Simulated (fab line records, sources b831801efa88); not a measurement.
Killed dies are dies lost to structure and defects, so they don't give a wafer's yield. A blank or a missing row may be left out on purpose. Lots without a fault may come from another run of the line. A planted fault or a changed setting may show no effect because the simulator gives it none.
Tool commonality check | flow sky130 | 14 lots, 42 wafers sampled

WHY IT WAS OPENED
At SKY_LDD_N_TW_MEAS_17 the reading LDD_N_TW is flagged on 2 of 14 lots. Wafers without a fault read 2563, standard deviation 22.
Rule: a lot is flagged when every wafer of it that has a number lies more than 4 standard deviations from that mean, or none has a number. The other lots count as sound.

lot  | measured     | on            | LDD_N_TW, wafer by wafer | flag
L907 | day 18 12:03 | film_metro-02 | 2541 2555 2537           |
L908 | day 18 12:13 | film_metro-03 | 2560 2544 2538           |
L909 | day 19 01:08 | film_metro-01 | 2591 2585 2575           |
L910 | day 19 14:32 | film_metro-01 | 2597 2592 2587           |
L912 | day 20 07:37 | film_metro-03 | 2561 2548 2537           |
L913 | day 20 16:25 | film_metro-02 | 2567 2560 2560           |
L914 | day 20 18:14 | film_metro-01 | 2602 2607 2597           |
L917 | day 21 17:11 | film_metro-02 | 2564 2548 2552           |
L923 | day 23 11:46 | film_metro-02 | 2414 2425 2410           | FLAGGED
L924 | day 23 17:03 | film_metro-03 | 2417 2415 2415           | FLAGGED
L927 | day 24 17:46 | film_metro-03 | 2531 2534 2528           |
L928 | day 25 08:09 | film_metro-03 | 2542 2543 2564           |
L929 | day 25 09:57 | film_metro-03 | 2556 2555 2563           |
L930 | day 25 17:06 | film_metro-01 | 2580 2585 2579           |
The numbers of the flagged lots are 2416 on average: -147 against the usual, or -7 standard deviations.

WHICH TOOL RAN EACH LOT
The record holds 3 process steps before the reading, out of a route of 708 steps. In each cell: the tool, then ch and the chambers that the sampled wafers went through, then the start.
lot  | flag    | SKY_RES_PROTECT_STRIP_07             | SKY_LDD_N_IMPLANT_10            | SKY_LDD_N_STRIP_16
L907 |         | plasma_asher-03 ch 0,1, day 15 18:08 | implanter-01 ch 0, day 18 11:03 | plasma_asher-02 ch 0,1, day 18 11:57
L908 |         | plasma_asher-01 ch 1, day 15 17:38   | implanter-04 ch 0, day 18 11:14 | plasma_asher-04 ch 0,1, day 18 12:07
L909 |         | plasma_asher-01 ch 0,1, day 16 08:19 | implanter-03 ch 0, day 19 00:10 | plasma_asher-04 ch 0,1, day 19 01:02
L910 |         | plasma_asher-01 ch 0,1, day 16 21:12 | implanter-01 ch 0, day 19 13:34 | plasma_asher-03 ch 0,1, day 19 14:27
L912 |         | plasma_asher-01 ch 0,1, day 17 12:14 | implanter-03 ch 0, day 20 06:37 | plasma_asher-04 ch 0,1, day 20 07:31
L913 |         | plasma_asher-02 ch 0,1, day 17 21:38 | implanter-03 ch 0, day 20 15:26 | plasma_asher-04 ch 0,1, day 20 16:19
L914 |         | plasma_asher-01 ch 0, day 17 22:01   | implanter-03 ch 0, day 20 17:14 | plasma_asher-02 ch 0, day 20 18:07
L917 |         | plasma_asher-03 ch 0,1, day 18 22:06 | implanter-03 ch 0, day 21 16:13 | plasma_asher-03 ch 0,1, day 21 17:05
L923 | FLAGGED | plasma_asher-03 ch 0, day 20 16:56   | implanter-03, day 23 10:47      | plasma_asher-02 ch 0,1, day 23 11:39
L924 | FLAGGED | plasma_asher-03 ch 0,1, day 20 22:31 | implanter-01, day 23 16:03      | plasma_asher-04 ch 0,1, day 23 16:57
L927 |         | plasma_asher-03 ch 0,1, day 21 23:59 | implanter-04 ch 0, day 24 16:46 | plasma_asher-04 ch 0,1, day 24 17:39
L928 |         | plasma_asher-03 ch 0,1, day 22 12:35 | implanter-01 ch 0, day 25 07:09 | plasma_asher-03 ch 0,1, day 25 08:03
L929 |         | plasma_asher-01 ch 0,1, day 22 15:46 | implanter-03 ch 0, day 25 08:57 | plasma_asher-04 ch 0,1, day 25 09:51
L930 |         | plasma_asher-03 ch 0,1, day 22 21:08 | implanter-03 ch 0, day 25 16:06 | plasma_asher-04 ch 0,1, day 25 17:00
What these steps do:
- SKY_RES_PROTECT_STRIP_07: strips in O2/N2.
- SKY_LDD_N_IMPLANT_10
- SKY_LDD_N_STRIP_16: strips in O2/N2.
- SKY_LDD_N_TW_MEAS_17

FLAGGED OVER TOTAL, TOOL BY TOOL (the gauges that took the reading come last)
step                     | tool            | lots run | flagged | share of the flagged lots | sound lots run after its first flagged lot
SKY_RES_PROTECT_STRIP_07 | plasma_asher-01 | 6        | 0       | none                      | -
SKY_RES_PROTECT_STRIP_07 | plasma_asher-02 | 1        | 0       | none                      | -
SKY_RES_PROTECT_STRIP_07 | plasma_asher-03 | 7        | 2       | all                       | 3 (L927,L928,L930)
SKY_LDD_N_IMPLANT_10     | implanter-01    | 4        | 1       | some                      | 1 (L928)
SKY_LDD_N_IMPLANT_10     | implanter-03    | 8        | 1       | some                      | 2 (L929,L930)
SKY_LDD_N_IMPLANT_10     | implanter-04    | 2        | 0       | none                      | -
SKY_LDD_N_STRIP_16       | plasma_asher-02 | 3        | 1       | some                      | 0
SKY_LDD_N_STRIP_16       | plasma_asher-03 | 3        | 0       | none                      | -
SKY_LDD_N_STRIP_16       | plasma_asher-04 | 8        | 1       | some                      | 3 (L927,L929,L930)
SKY_LDD_N_TW_MEAS_17     | film_metro-01   | 4        | 0       | none                      | -
SKY_LDD_N_TW_MEAS_17     | film_metro-02   | 4        | 1       | some                      | 0
SKY_LDD_N_TW_MEAS_17     | film_metro-03   | 6        | 1       | some                      | 3 (L927,L928,L929)

WHAT THE TABLE ALLOWS
1 row of the table ran every flagged lot: plasma_asher-03 at SKY_RES_PROTECT_STRIP_07.
- plasma_asher-03 at SKY_RES_PROTECT_STRIP_07: 2 of its 7 lots flagged. Sound lots ran on it after the first flagged one (L927, L928, L930), which a lasting fault on the whole tool wouldn't allow.
No row of the table ran every flagged lot and no sound lot after the first.

WHAT THE SIMULATOR HAD PUT IN
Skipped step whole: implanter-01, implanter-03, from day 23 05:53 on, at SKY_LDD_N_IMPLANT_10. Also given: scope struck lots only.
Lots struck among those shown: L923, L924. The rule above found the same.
